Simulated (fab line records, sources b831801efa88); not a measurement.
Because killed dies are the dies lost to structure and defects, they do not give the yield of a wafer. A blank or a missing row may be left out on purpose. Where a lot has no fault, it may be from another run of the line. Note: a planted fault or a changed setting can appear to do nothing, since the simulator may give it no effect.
The tool behind it: which one? + flow gf180mcu + 6 lots, 18 wafers sampled, at 2 steps of a route of 602

## WHAT THE GAUGES READ, wafer by wafer
GF_SALICIDE_RS_MEAS_04: measures by four-point-probe.
| lot  | measured     | on            | SALICIDE_TIN_RS (ohm/sq) |
|------|--------------|---------------|--------------------------|
| L719 | day 15 11:40 | film-metro-04 | 16.90 16.43 16.56        |
| L722 | day 16 16:29 | film-metro-03 | 16.08 16.64 16.55        |
| L724 | day 17 10:19 | film-metro-03 | 16.17 16.44 16.06        |
| L733 | day 20 17:39 | film-metro-04 | 8.83 16.28 8.74          |
| L737 | day 21 23:56 | film-metro-01 | 15.86 16.15 16.45        |
| L739 | day 22 15:44 | film-metro-01 | 16.16 16.26 16.16        |

## EACH LOT AND THE TOOL THAT RAN IT (in order: tool; ch and the chambers of the sampled wafers; start)
| lot  | GF_SALICIDE_SPUTTER_02       |
|------|------------------------------|
| L719 | pvd-sputter-04, day 15 11:36 |
| L722 | pvd-sputter-04, day 16 16:26 |
| L724 | pvd-sputter-02, day 17 10:16 |
| L733 | pvd-sputter-04, day 20 17:34 |
| L737 | pvd-sputter-02, day 21 23:53 |
| L739 | pvd-sputter-02, day 22 15:40 |
- GF_SALICIDE_SPUTTER_02: material Co, target thk 10 nm, time 20 s.

## THE ANSWER, worked out from the rows above alone
Rule: the usual values come from the lots themselves. Put in order of their means at a reading, lots are off if they are a third of the lots or fewer, leave a main group of 4 or more, and stand apart from it by a gap of 3 or more times the standard deviation of the main group's means; of several such gaps the widest counts. A main group whose means are all the same, to the digits that the tables above print for the reading, isn't used. A lot without any number at a reading at which 4 lots or more have one is off too. All remaining lots with rows at the step are treated as sound.
Off: L733, seen at GF_SALICIDE_RS_MEAS_04 (SALICIDE_TIN_RS). Main group: mean 16.32 ohm/sq, sd 0.18.
If a tool, at a process step before that reading, ran all the lots that are off and no sound lot after the first of them, it fits. The gauges at GF_SALICIDE_RS_MEAS_04 are tried like those tools. 2 tools fit, pvd-sputter-04 at GF_SALICIDE_SPUTTER_02 and film-metro-04 at GF_SALICIDE_RS_MEAS_04, so this cannot tell which one it is.

## WHAT HAD BEEN PUT IN BY THE SIMULATOR
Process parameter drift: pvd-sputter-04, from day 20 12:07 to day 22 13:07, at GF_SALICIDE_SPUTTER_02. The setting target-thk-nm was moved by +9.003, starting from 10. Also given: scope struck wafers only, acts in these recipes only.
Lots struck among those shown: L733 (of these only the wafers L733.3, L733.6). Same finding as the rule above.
